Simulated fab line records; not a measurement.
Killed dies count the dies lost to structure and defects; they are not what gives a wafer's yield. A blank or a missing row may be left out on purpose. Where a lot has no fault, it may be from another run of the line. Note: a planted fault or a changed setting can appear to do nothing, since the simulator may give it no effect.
The same fault as seen by 2 desks + flow sky130 + what lay behind the numbers comes last; until then each desk has only its own

## THE TOOL OWNER'S DESK: implanter-02
The tool's own readings at SKY_LDD_HVP_IMPLANT_08: means of the sampled wafers that have a number, for each lot that ran on this tool. Any lot whose mean is over 4 standard deviations away from the usual mean is out of limits and marked OUT; that distance is given in the brackets.
Columns: A = beam-on-s at SKY_LDD_HVP_IMPLANT_08, usual 10.00 s; B = dose-ions-cm2 at SKY_LDD_HVP_IMPLANT_08, usual 1.6998e+13; C = faraday-current-uA at SKY_LDD_HVP_IMPLANT_08, usual 95.8
| lot  | first seen here | A     | B                            | C              |
|------|-----------------|-------|------------------------------|----------------|
| L215 | day 20 18:40    | 10.14 | 1.6994e+13                   | 94.3           |
| L217 | day 21 23:01    | 10.14 | 1.6993e+13                   | 94.7           |
| L218 | day 22 07:02    | 10.01 | 1.7020e+13                   | 95.6           |
| L220 | day 24 04:22    | 9.89  | 1.7029e+13                   | 96.7           |
| L229 | day 26 09:13    | 10.01 | 7.6543e+12 (-99 or more) OUT | 43.2 (-29) OUT |
| L230 | day 28 00:43    | 9.97  | 7.6660e+12 (-99 or more) OUT | 43.3 (-29) OUT |
This desk's finding: out of limits on L229, L230; first on L229, day 26 09:13 (dose-ions-cm2 at SKY_LDD_HVP_IMPLANT_08). In limits: L215, L217, L218, L220.

## AT THE METROLOGY DESK
What the gauges read, lot by lot, whatever tool the lot ran on: means of the sampled wafers that have a number. Any lot whose mean is over 4 standard deviations away from the usual mean is out of limits and marked OUT; that distance is given in the brackets.
Columns: A = SONOS_TUNNEL_OVL at SKY_SONOS_TUNNEL_OVL_MEAS_08, usual 0.6 nm; B = LDD_HVP_TW at SKY_LDD_HVP_TW_MEAS_10, usual 457.9; C = LOCAL_INTERCONNECT_OVL at SKY_LOCAL_INTERCONNECT_OVL_MEAS_12, usual -1 nm
| lot  | first seen here | A    | B               | C   |
|------|-----------------|------|-----------------|-----|
| L215 | day 10 22:20    | 1.6  | 461.4           | -7  |
| L216 | day 11 16:09    | 0.8  | 457.9           | -5  |
| L217 | day 11 23:32    | -1.2 | 456.2           | 6   |
| L218 | day 12 05:17    | -0.2 | 457.3           | 1   |
| L220 | day 13 13:40    | -0.7 | 454.4           | 4   |
| L221 | day 13 17:10    | 2.5  | 458.1           | 4   |
| L222 | day 13 18:16    | 0.5  | 457.0           | 7   |
| L223 | day 14 00:33    | 2.1  | 454.8           | 1   |
| L229 | day 15 23:11    | 0.8  | 354.8 (-34) OUT | -10 |
| L230 | day 16 08:36    | 1.5  | 362.7 (-32) OUT | -4  |
| L231 | day 16 14:40    | 0.5  | 456.0           | -6  |
| L236 | day 19 00:05    | -0.6 | 453.6           | -3  |
Finding of this desk: L229, L230 out of limits, first seen on L229 at day 26 09:28 (LDD_HVP_TW at SKY_LDD_HVP_TW_MEAS_10). In limits: L215, L216, L217, L218, L220, L221, L222, L223, L231, L236.

## PUT TOGETHER
The tool owner's desk could have raised an alarm at day 26 09:13, on L229, L230.
Metrology desk: alarm possible at day 26 09:28 on L229, L230.
The lots listed all ran SKY_LDD_HVP_IMPLANT_08 on implanter-02.

## WHAT WAS PUT IN BY THE SIMULATOR
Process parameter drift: implanter-02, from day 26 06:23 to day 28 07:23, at SKY_LDD_HVP_IMPLANT_08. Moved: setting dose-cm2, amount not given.
Struck lots among those shown: L229, L230.
Time in hours from fault onset to the first out-of-limits reading at each desk: tool owner's desk 3, metrology desk 3.
